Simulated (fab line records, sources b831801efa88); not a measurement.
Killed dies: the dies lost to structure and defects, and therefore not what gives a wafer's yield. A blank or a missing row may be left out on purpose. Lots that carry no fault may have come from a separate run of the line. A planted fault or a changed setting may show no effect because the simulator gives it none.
Struck lot and sound lot, side by side	flow sky130	30 out of 708 route steps
Sound: the wafers L917.2, L917.4, L917.6. Wafers struck: L934.2, L934.4, L934.5. The cause is named last.
For every step that has rows: the tool of each side, followed by ch and its chambers, followed by its first start. Under that, the readings that differ: sound wafers	struck wafers	difference of the means	sigmas: that difference in standard deviations of wafers without a fault.
alike: readings with means less than 2 such deviations apart, plus words and numbers identical on both sides. not compared: withheld readings, readings lacking a value on some wafer, bounds such as >300 that could conceal the same value, and numbers that have no deviation in the record and whose values overlap.
The two part at a step that has a row with sigmas, a row that says differs or no value, or rows on one side only. When numbers do not overlap yet have no deviation, they are printed without sigmas and do not part them. A reading missing from all wafers of one side parts the sides only when that side holds two or more wafers.

first, 5 steps without rows for these wafers: SKY_SONOS_ONO_COAT_08 (resist thk 1140 nm); SKY_SONOS_ONO_SOFTBAKE_09 (time 60 s); SKY_SONOS_ONO_EXPOSE_10 (exposes mask ONOM, target cd 410 nm); SKY_SONOS_ONO_PEB_11; SKY_SONOS_ONO_DEVELOP_12 (develop time 60 s).
SKY_SONOS_ONO_CD_MEAS_13 targets a cd of 410 nm.
  sound on cd_sem-02, day 13 15:46; struck on cd_sem-02, day 20 01:07
  alike: cd_nm
SKY_SONOS_ONO_OVL_MEAS_14:
  sound on overlay-01, day 13 15:52; struck on overlay-02, day 20 01:13
reading	sound	struck	difference	sigmas
SONOS_ONO_OVL (nm)	3.4 1.9 3.1	-3.0 -1.2 -3.3	-5.3	-3
SKY_SONOS_ONO_ETCH_15: etches the open film in CHF3/O2, target depth 19.52 nm, time 7.8 s.
  sound on rie_diel-04 ch 0,2, day 13 15:54; struck on rie_diel-03 ch 0,2,3, day 20 01:15
  alike: O2_flow_sccm, drypump_motor_current_A, oes_product_au, throttle_valve_pct
  not compared: rf_hours_counter_h
then, 1 step without rows for these wafers: SKY_SONOS_ONO_WET_ETCH_16 (etches SiO2 in dHF, target depth 14 nm, time 280 s).
SKY_SONOS_ONO_STRIP_17: strips in O2/N2.
  sound on plasma_asher-04 ch 0, day 13 16:01; struck on plasma_asher-01 ch 1, day 20 01:22
  alike: drypump_motor_current_A, o2_flow_sccm, oes_product_au, strip_time_to_endpoint_s
  not compared: rf_hours_counter_h
then, 2 steps without rows for these wafers: SKY_SONOS_ONO_WET_ETCH_18 (etches Si3N4 in H3PO4, target depth 15 nm, time 172 s); SKY_GATE_OXIDE_CLEAN_00 (cleans in SC1/SC2, time 150 s).
SKY_GATE_OXIDE_OXIDATION_01: stabilise 600 s, purge 300 s, target thk 10.268 nm.
  sound on furnace-02 ch 0, day 13 17:46; struck on furnace-02 ch 0, day 20 02:32
reading	sound	struck	difference	sigmas
spike_tc_bottom_C (C)	921.2 921.0 920.9	930.0 929.3 930.2	+8.8	+4
spike_tc_centre_C (C)	898.6 896.4 899.0	906.6 908.0 908.8	+9.8	+9
spike_tc_lower_C (C)	900.1 902.7 901.1	910.1 910.2 909.0	+8.5	+6
spike_tc_top_C (C)	909.4 909.7 909.0	915.1 919.2 915.9	+7.4	+3
spike_tc_upper_C (C)	901.5 900.9 902.5	910.4 910.0 909.3	+8.3	+8
tube_center_temp_C (C)	900.14 900.1 899.93	908.28 908.12 908.24	+8.16	+99 or more
tube_center_temp_C_max	902.0 902.0 902.0	910.8 910.7 910.6	+8.7	+24
model.SiO2_of_GATE_OXIDE_OXIDATION_01.thk_nm (nm)	10.39 10.4 10.37	11.19 11.44 11.32	+0.93	
SKY_GATE_OXIDE_THK_MEAS_02:
  sound on film_metro-01, day 13 19:11; struck on film_metro-01, day 20 03:57
reading	sound	struck	difference	sigmas
GATE_OXIDE_OXIDATION_00_THK (nm)	10.37 10.36 10.35	11.16 11.42 11.39	+0.96	+6
then, 7 steps without rows for these wafers: SKY_GATE_OXIDE_DEHYDRATE_03 (time 60 s); SKY_GATE_OXIDE_HMDS_04 (prime time 60 s); SKY_GATE_OXIDE_COAT_05 (resist thk 1140 nm); SKY_GATE_OXIDE_SOFTBAKE_06 (time 60 s); SKY_GATE_OXIDE_EXPOSE_07 (exposes mask LVOM, target cd 600 nm); SKY_GATE_OXIDE_PEB_08; SKY_GATE_OXIDE_DEVELOP_09 (develop time 60 s).
SKY_GATE_OXIDE_OVL_MEAS_10:
  sound on overlay-02, day 14 22:22; struck on overlay-02, day 21 10:45
  alike: GATE_OXIDE_OVL
then, 2 steps without rows for these wafers: SKY_GATE_OXIDE_IMPLANT_11; SKY_GATE_OXIDE_WET_ETCH_12 (etches SiO2 in dHF, target depth 16.8 nm, time 336 s).
SKY_GATE_OXIDE_STRIP_13: strips in O2/N2.
  sound on plasma_asher-03 ch 0,1, day 14 22:40; struck on plasma_asher-02 ch 0,1, day 21 11:02
  alike: drypump_motor_current_A, o2_flow_sccm, oes_product_au, strip_time_to_endpoint_s
  not compared: rf_hours_counter_h
SKY_GATE_OXIDE_TW_MEAS_14:
  sound on film_metro-01, day 14 22:46; struck on film_metro-01, day 21 11:08
  alike: GATE_OXIDE_TW
then, 1 step without rows for these wafers: SKY_GATE_OXIDE_CLEAN_15 (cleans in SC1/SC2, time 150 s).
SKY_GATE_OXIDE_OXIDATION_16: stabilise 600 s, purge 300 s, target thk 3.57 nm.
  sound on furnace-02 ch 0, day 15 05:58; struck on furnace-02 ch 0, day 21 11:14
reading	sound	struck	difference	sigmas
model.SiO2_of_GATE_OXIDE_OXIDATION_01.thk_nm (nm)	11.72 11.74 11.72	12.47 12.7 12.6	+0.86	
  alike: spike_tc_bottom_C, spike_tc_centre_C, spike_tc_lower_C, spike_tc_top_C, spike_tc_upper_C, tube_center_temp_C, tube_center_temp_C_max
then, 1 step without rows for these wafers: SKY_POLY_GATE_CVD_00 (deposits poly-Si, target thk 180 nm, time 720 s).
-- here the record skips 29 days between the struck wafers' starts before and after, leaving off in module POLY_GATE and picking up in module PAD_OPEN (first step shown: number 708 of the route) --
SKY_PAD_OPEN_PROBE_99:
  sound on prober-02, day 46 19:56; struck on prober-02, day 50 18:10
reading	sound	struck	difference	sigmas
model.etest.nfet_16v.r_on_ohm_um	1.388e+04 1.389e+04 1.397e+04	1.481e+04 1.483e+04 1.47e+04	+8.667e+02	
model.etest.tip_sonos.rs_ohm_sq	2695 2710 2684	2816 2870 2870	+156	
model.etest.pfet_g5v0d10v5.r_on_ohm_um	4747 4834 4815	4885 5030 4976	+165	
model.etest.nfet_g5v0d10v5.r_on_ohm_um	1867 1866 1878	1958 1983 1986	+105	
model.etest.nfet_g5v0d10v5.drive_ua_um	605.1 607 604.9	562.3 550.5 552.4	-50.6	
model.etest.nfet_05v0_nvt.drive_ua_um	578 572.8 575.1	533.7 525.3 528.5	-46.1	
model.etest.pfet_g5v0d10v5.drive_ua_um	341.1 332.2 333.4	328.2 318.9 319.2	-13.5	
model.etest.nfet_16v.drive_ua_um	221.7 220.9 220.5	201.9 199.9 201.8	-19.8	

WHERE THEY PART
At SKY_SONOS_ONO_OVL_MEAS_14 first; at SKY_GATE_OXIDE_THK_MEAS_02 last (within this record only). Later steps at which nothing parts them and some readings are alike: SKY_GATE_OXIDE_OVL_MEAS_10, SKY_GATE_OXIDE_STRIP_13, SKY_GATE_OXIDE_TW_MEAS_14, SKY_GATE_OXIDE_OXIDATION_16.

WHY: whatever the simulator had introduced
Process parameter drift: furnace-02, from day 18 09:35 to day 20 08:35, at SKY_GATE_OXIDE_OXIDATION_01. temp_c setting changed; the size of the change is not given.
